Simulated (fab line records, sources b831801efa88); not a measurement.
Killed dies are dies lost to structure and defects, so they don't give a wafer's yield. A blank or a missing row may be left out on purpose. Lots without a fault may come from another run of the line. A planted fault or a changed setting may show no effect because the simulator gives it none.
Which tool did it? | flow sky130 | 24 lots, 72 wafers sampled, at 4 steps of a route of 708

WHAT THE GAUGES READ, wafer by wafer
SKY_CAP2M_OVL_MEAS_12. Usual: CAP2M_OVL -1.1 nm, standard deviation 1.3.
lot  | measured     | on         | CAP2M_OVL (nm) | flag
L074 | day 40 13:02 | overlay-01 | -2.5 -1.4 0.1  |
L075 | day 40 22:07 | overlay-02 | -2.1 -1.8 -0.5 |
L076 | day 41 03:39 | overlay-02 | -0.9 -1.3 0.5  |
L078 | day 41 12:04 | overlay-02 | 0.2 0.3 0.4    |
L077 | day 41 14:56 | overlay-02 | -2.4 -2.5 -1.5 |
L079 | day 42 01:05 | overlay-02 | -0.9 0.6 -1.7  |
L080 | day 42 12:51 | overlay-02 | -2.3 -1.1 -1.9 |
L081 | day 42 18:03 | overlay-02 | -0.8 -0.4 -1.3 |
L083 | day 43 05:40 | overlay-01 | 0.1 -1.5 0.2   |
L082 | day 43 06:37 | overlay-01 | -1.4 0.4 -1.7  |
L085 | day 43 17:28 | overlay-02 | -1.4 -0.9 -1.8 |
L084 | day 43 20:10 | overlay-02 | -0.6 0.2 0.4   |
L086 | day 43 22:07 | overlay-02 | 0.5 -0.4 -0.2  |
L087 | day 44 07:57 | overlay-02 | -0.7 0.6 -1.7  |
L088 | day 44 17:32 | overlay-01 | -4.4 -3.6 -4.4 |
L089 | day 45 02:14 | overlay-01 | -0.2 -2.5 -0.8 |
L090 | day 45 03:20 | overlay-01 | -0.7 -1.4 -1.7 |
L091 | day 45 07:56 | overlay-01 | -2.6 -2.5 0.0  |
L092 | day 45 16:33 | overlay-02 | 0.6 -0.3 -1.9  |
L093 | day 46 01:49 | overlay-02 | -1.1 1.2 1.1   |
L094 | day 46 07:35 | overlay-01 | -2.4 -1.9 -2.8 |
L095 | day 46 09:58 | overlay-01 | 2.4 0.4 0.5    |
L096 | day 46 13:52 | overlay-02 | -1.8 -1.8 -1.6 |
L097 | day 46 15:18 | overlay-02 | -1.7 -2.0 -2.4 |

SKY_VIA4_BOW_MEAS_03. Usual: VIA4_BOW 80 um, standard deviation 8.3.
lot  | measured     | on            | VIA4_BOW (um) | flag
L074 | day 41 14:51 | film_metro-03 | 81 93 75      |
L075 | day 42 00:39 | film_metro-04 | 78 74 79      |
L076 | day 42 05:47 | film_metro-02 | 81 86 76      |
L078 | day 42 13:44 | film_metro-04 | 74 71 81      |
L077 | day 42 17:02 | film_metro-02 | 79 73 75      |
L079 | day 43 03:17 | film_metro-03 | 79 83 84      |
L080 | day 43 14:46 | film_metro-02 | 89 76 99      |
L081 | day 43 19:44 | film_metro-04 | 93 87 100     |
L083 | day 44 06:17 | film_metro-02 | 75 71 61      |
L082 | day 44 07:13 | film_metro-02 | 87 94 77      |
L085 | day 44 18:33 | film_metro-04 | 67 71 80      |
L084 | day 44 21:21 | film_metro-02 | 71 79 61      |
L086 | day 44 22:17 | film_metro-03 | 61 70 74      |
L087 | day 45 08:24 | film_metro-02 | 78 88 82      |
L088 | day 45 17:27 | film_metro-02 | 82 85 80      |
L089 | day 46 01:56 | film_metro-02 | 81 85 81      |
L090 | day 46 03:03 | film_metro-02 | 89 99 90      |
L091 | day 46 07:08 | film_metro-02 | 68 81 70      |
L092 | day 46 15:26 | film_metro-02 | 80 87 81      |
L093 | day 47 00:40 | film_metro-03 | 80 82 82      |
L094 | day 47 05:26 | film_metro-03 | 77 88 86      |
L095 | day 47 08:22 | film_metro-02 | 75 94 78      |
L096 | day 47 11:46 | film_metro-04 | 63 81 76      |
L097 | day 47 13:22 | film_metro-04 | 80 87 81      |

WHICH TOOL RAN EACH LOT (tool, then ch and the chambers of the sampled wafers, then the start)
lot  | SKY_CAPM_SPUTTER_02          | SKY_METAL4_METAL_ETCH_18
L074 | pvd_sputter-03, day 36 04:04 | rie_metal-01 ch 0,1, day 41 13:32
L075 | pvd_sputter-03, day 36 13:02 | rie_metal-01 ch 0,1, day 41 23:21
L076 | pvd_sputter-04, day 36 20:26 | rie_metal-01 ch 0,1, day 42 04:25
L078 | pvd_sputter-02, day 37 05:20 | rie_metal-03 ch 0,1, day 42 12:16
L077 | pvd_sputter-02, day 37 06:43 | rie_metal-03 ch 0,1, day 42 15:43
L079 | pvd_sputter-03, day 37 17:45 | rie_metal-04 ch 0,1, day 43 01:58
L080 | pvd_sputter-02, day 38 05:01 | rie_metal-03 ch 0,1, day 43 13:24
L081 | pvd_sputter-04, day 38 12:56 | rie_metal-04 ch 0,1, day 43 18:19
L083 | pvd_sputter-02, day 39 01:13 | rie_metal-01 ch 1, day 44 04:48
L082 | pvd_sputter-03, day 39 03:02 | rie_metal-03 ch 0,1, day 44 05:55
L085 | pvd_sputter-04, day 39 13:52 | rie_metal-03 ch 0,1, day 44 17:11
L084 | pvd_sputter-02, day 39 17:59 | rie_metal-03 ch 0,1, day 44 20:02
L086 | pvd_sputter-03, day 39 21:12 | rie_metal-03 ch 0, day 44 20:56
L087 | pvd_sputter-04, day 40 08:14 | rie_metal-01 ch 0,1, day 45 07:06
L088 | pvd_sputter-03, day 40 17:43 | rie_metal-04 ch 0,1, day 45 16:07
L089 | pvd_sputter-04, day 41 01:47 | rie_metal-03 ch 0,1, day 46 00:33
L090 | pvd_sputter-03, day 41 05:40 | rie_metal-03 ch 0,1, day 46 01:40
L091 | pvd_sputter-03, day 41 08:59 | rie_metal-03 ch 1, day 46 05:28
L092 | pvd_sputter-04, day 41 18:46 | rie_metal-04 ch 0,1, day 46 13:46
L093 | pvd_sputter-02, day 42 06:20 | rie_metal-01 ch 1, day 46 22:52
L094 | pvd_sputter-04, day 42 11:36 | rie_metal-01 ch 0,1, day 47 04:06
L095 | pvd_sputter-02, day 42 13:39 | rie_metal-01 ch 0,1, day 47 07:04
L096 | pvd_sputter-03, day 42 19:22 | rie_metal-03 ch 0,1, day 47 10:29
L097 | pvd_sputter-02, day 42 20:58 | rie_metal-01 ch 0,1, day 47 12:04
- SKY_CAPM_SPUTTER_02: material TiN, target thk 200 nm, time 166.7 s.
- SKY_METAL4_METAL_ETCH_18: etches the open film in Cl2/BCl3, stops on SiO2, target depth 845 nm, time 183.1 s.

WHAT THE TOOLS THEMSELVES READ (means of the sampled wafers that have a number; where no wafer has one, the mark that the record gives instead)
SKY_CAPM_SPUTTER_02. Usual: throttle_valve_pct 29.8 %, standard deviation 0.97.
lot  | tool           | throttle_valve_pct (%) | flag
L074 | pvd_sputter-03 | 29.5                   |
L075 | pvd_sputter-03 | 29.5                   |
L076 | pvd_sputter-04 | 29.2                   |
L078 | pvd_sputter-02 | 30.1                   |
L077 | pvd_sputter-02 | 29.6                   |
L079 | pvd_sputter-03 | 29.5                   |
L080 | pvd_sputter-02 | 30.4                   |
L081 | pvd_sputter-04 | 28.5                   |
L083 | pvd_sputter-02 | 30.2                   |
L082 | pvd_sputter-03 | 29.9                   |
L085 | pvd_sputter-04 | 30.2                   |
L084 | pvd_sputter-02 | 29.9                   |
L086 | pvd_sputter-03 | 29.8                   |
L087 | pvd_sputter-04 | 28.4                   |
L088 | pvd_sputter-03 | 29.7                   |
L089 | pvd_sputter-04 | 29.8                   |
L090 | pvd_sputter-03 | 29.6                   |
L091 | pvd_sputter-03 | 29.6                   |
L092 | pvd_sputter-04 | 28.4                   |
L093 | pvd_sputter-02 | 30.1                   |
L094 | pvd_sputter-04 | 28.4                   |
L095 | pvd_sputter-02 | 29.7                   |
L096 | pvd_sputter-03 | 29.7                   |
L097 | pvd_sputter-02 | 29.8                   |

SKY_METAL4_METAL_ETCH_18. Usual: drypump_motor_current_A 5.5 A, standard deviation 0.37; oes_product_au 0.866 a.u., standard deviation 0.0059; rf_fwd_power_W 896.6 W, standard deviation 3; throttle_valve_pct 22.264 %, standard deviation 0.0097.
lot  | tool         | drypump_motor_current_A (A) | oes_product_au (a.u.) | rf_fwd_power_W (W) | throttle_valve_pct (%) | flag
L074 | rie_metal-01 | 5.4                         | 0.866                 | 895.9              | 22.268                 |
L075 | rie_metal-01 | 5.4                         | 0.862                 | 894.3              | 22.260                 |
L076 | rie_metal-01 | 5.2                         | 0.855                 | 893.2              | 22.265                 |
L078 | rie_metal-03 | 5.5                         | 0.869                 | 896.4              | 22.262                 |
L077 | rie_metal-03 | 5.5                         | 0.867                 | 900.0              | 22.270                 |
L079 | rie_metal-04 | 6.1                         | 0.865                 | 897.9              | 22.270                 |
L080 | rie_metal-03 | 5.5                         | 0.865                 | 901.0              | 22.258                 |
L081 | rie_metal-04 | 5.9                         | 0.864                 | 897.6              | 22.262                 |
L083 | rie_metal-01 | 5.0                         | 0.866                 | 898.7              | 22.263                 |
L082 | rie_metal-03 | 5.5                         | 0.871                 | 898.0              | 22.264                 |
L085 | rie_metal-03 | 5.5                         | 0.867                 | 893.8              | 22.264                 |
L084 | rie_metal-03 | 5.3                         | 0.868                 | 899.2              | 22.261                 |
L086 | rie_metal-03 | 5.7                         | 0.870                 | 896.7              | 22.262                 |
L087 | rie_metal-01 | 5.3                         | 0.869                 | 898.6              | 22.268                 |
L088 | rie_metal-04 | 5.9                         | 0.859                 | 893.9              | 22.264                 |
L089 | rie_metal-03 | 5.3                         | 0.868                 | 897.7              | 22.273                 |
L090 | rie_metal-03 | 5.3                         | 0.869                 | 897.5              | 22.267                 |
L091 | rie_metal-03 | 5.2                         | 0.865                 | 894.5              | 22.264                 |
L092 | rie_metal-04 | 6.1                         | 0.863                 | 894.7              | 22.262                 |
L093 | rie_metal-01 | 5.0                         | 0.859                 | 898.6              | 22.261                 |
L094 | rie_metal-01 | 5.2                         | 0.866                 | 898.3              | 22.268                 |
L095 | rie_metal-01 | 5.2                         | 0.872                 | 893.5              | 22.270                 |
L096 | rie_metal-03 | 5.3                         | 0.869                 | 898.5              | 22.277                 |
L097 | rie_metal-01 | 5.2                         | 0.861                 | 893.2              | 22.269                 |

THE ANSWER, worked out from the rows above alone
Rule: a lot is off if the mean of its wafers that have a number lies more than 3 standard deviations from the usual mean. A lot without any number at a reading at which 4 lots or more have one is off too. The other lots that the step has rows for count as sound. The gauges are gone through in route order, then the tools' own readings, and for those a lot's mean is taken as printed above. The first step at which some lot is off is used, and at that step the reading that is off furthest; a lot without a number counts as furthest.
No lot is off at any reading shown: from this, nothing can be told.

WHAT THE SIMULATOR HAD PUT IN
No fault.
